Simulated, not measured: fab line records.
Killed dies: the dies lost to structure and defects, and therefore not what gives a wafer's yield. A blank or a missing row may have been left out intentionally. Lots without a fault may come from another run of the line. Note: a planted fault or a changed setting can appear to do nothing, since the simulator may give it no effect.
Comparing a struck lot with a sound one :: flow gf180mcu :: 14 out of 602 route steps
Sound: these wafers, L292.2, L292.4, L292.5. Struck: wafer L302.2. (L302.3 of the same lot was not struck and is left out.) The cause comes at the end.
Order at every step that has rows: each side's tool, ch and its chambers, its first start. Under that, the readings that differ: sound wafers :: struck wafers :: difference of the means :: sigmas: that difference in standard deviations of wafers without a fault.
alike: readings with means less than 2 such deviations apart, plus words and numbers identical on both sides. not compared: withheld readings, readings lacking a value on some wafer, bounds such as >300 that could conceal the same value, and numbers that have no deviation in the record and whose values overlap.
Wherever a step has rows on one side only, a row that says differs or no value, or a row with sigmas, the two part there. Non-overlapping numbers with no deviation appear without sigmas and do not part them. A reading missing from all wafers of one side parts the sides only when that side holds two or more wafers.

first, 4 steps without rows for these wafers: GF_V5_SOFTBAKE_10 (time 60 s); GF_V5_EXPOSE_11 (exposes mask Via5, target cd 260 nm); GF_V5_PEB_12 (peb time 90 s); GF_V5_DEVELOP_13 (develop time 60 s).
GF_V5_CD_MEAS_14: target cd 260 nm.
  sound on cd_sem-02 at day 27 00:32; struck on cd_sem-02 at day 29 22:20
  alike: cd_nm
GF_V5_OVL_MEAS_15:
  sound on overlay-01 at day 27 00:38; struck on overlay-02 at day 29 22:26
  alike: V5_OVL
GF_V5_ETCH_16: etches BARC in N2/H2.
  sound on rie_diel-04 ch 0,1, day 27 00:40; struck on rie_diel-02 ch 3, day 29 22:28
  alike: drypump_motor_current_A, n2_flow_sccm, oes_product_au, throttle_valve_pct
GF_V5_ETCH_17: etches SiO2 in C4F8/O2/Ar, stops on TiN, target depth 855 nm.
  sound on rie_diel-04 ch 0,1; struck on rie_diel-02 ch 3
  alike: oes_product_au
GF_V5_STRIP_18: strips in O2/N2.
  sound on plasma_asher-02 ch 0,1, day 27 00:49; struck on plasma_asher-03 ch 1, day 29 22:37
reading: heater_power_w (W)
sound: 279 293 323
struck: 366
difference: +68
sigmas: +2
  alike: drypump_motor_current_A, n2_flow_sccm, oes_product_au, platen_temp_c
  not compared: rf_hours_counter_h
then, 2 steps without rows for these wafers: GF_V5_STRIP_19 (strips in post etch residue remover, time 1200 s); GF_V5_CLEAN_20 (cleans in DIW).
GF_V5_SPUTTER_21: material Ti, target thk 15 nm, time 80.02 s.
  sound on pvd_sputter-04 at day 27 01:52; struck on pvd_sputter-04 at day 29 23:09
  alike: throttle_valve_pct
GF_V5_SPUTTER_22: material TiN, target thk 10 nm, time 40 s.
  sound on pvd_sputter-04 at day 27 01:56; struck on pvd_sputter-04 at day 29 23:13
reading: model.TiN_of_V5_SPUTTER_22.thk_nm (nm)
sound: 9.683 10.1 9.824
struck: 7.426
difference: -2.443
sigmas: 
  alike: throttle_valve_pct
GF_V5_CVD_23: deposits W, target thk 350 nm, time 104.9 s.
  sound on cvd_w-01 ch 0,1, day 27 01:58; struck on cvd_w-01 ch 0, day 29 23:15
  alike: heater_power_w

## WHERE THEY PART
At GF_V5_STRIP_18 and nowhere else, as far as this record goes. Later steps at which nothing parts them and some readings are alike: GF_V5_SPUTTER_21, GF_V5_SPUTTER_22, GF_V5_CVD_23.

WHY: whatever the simulator had introduced
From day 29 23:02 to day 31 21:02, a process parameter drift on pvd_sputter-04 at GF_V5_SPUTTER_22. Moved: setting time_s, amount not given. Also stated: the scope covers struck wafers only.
